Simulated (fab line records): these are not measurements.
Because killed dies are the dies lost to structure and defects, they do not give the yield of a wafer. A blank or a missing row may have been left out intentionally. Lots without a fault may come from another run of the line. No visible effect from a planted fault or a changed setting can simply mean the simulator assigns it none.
Matching of chambers | flow sky130 | SKY_FIELD_ISO_ETCH_14 on rie diel-03: 4 sister chambers
The step etches BARC in N2/H2, stops on SiO2, time 45.9 s, target depth 60 nm. 4 wafers are shown with their chamber, then 7 later ones without.

WAFERS PAIRED WITH THEIR CHAMBERS
wafer  | chamber | drypump motor current A (A)
L974.4 | 2       | 5.44
L981.3 | 1       | 5.88
L981.6 | 3       | 5.88
L984.4 | 0       | 5.64

WAFERS WHOSE CHAMBER IS MISSING
wafer  | drypump motor current A (A)
L984.6 | 5.86
L985.1 | 5.91
L985.4 | 5.86
L985.6 | 5.64
L989.1 | 5.63
L989.3 | 5.86
L989.6 | 5.43

THE CHAMBER EACH PASSED THROUGH
wafer  | from the rows above     | in truth
L984.6 | can't be placed: 1 or 3 | 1
L985.1 | can't be placed: 1 or 3 | 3
L985.4 | can't be placed: 1 or 3 | 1
L985.6 | 0                       | 0
L989.1 | 0                       | 0
L989.3 | can't be placed: 1 or 3 | 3
L989.6 | 2                       | 2
Correct placement for 3 of the 7. Unplaceable from these rows: 4, with the true chamber sitting among the candidates in 4. Wrongly placed: 0.
How it was worked out, from the rows above alone: a wafer's distance from a chamber is the root of the sum, over the readings, of the square of ((its reading less the chamber's mean) divided by the reading's scatter). The wafer belongs to the nearest chamber; if the next one is less than 2 further off, it can't be placed. A chamber's mean is the mean of its shown wafers. The scatter (one wafer shown for each chamber): square how far every hidden wafer sits from the nearest shown wafer, average those squares and take the square root.
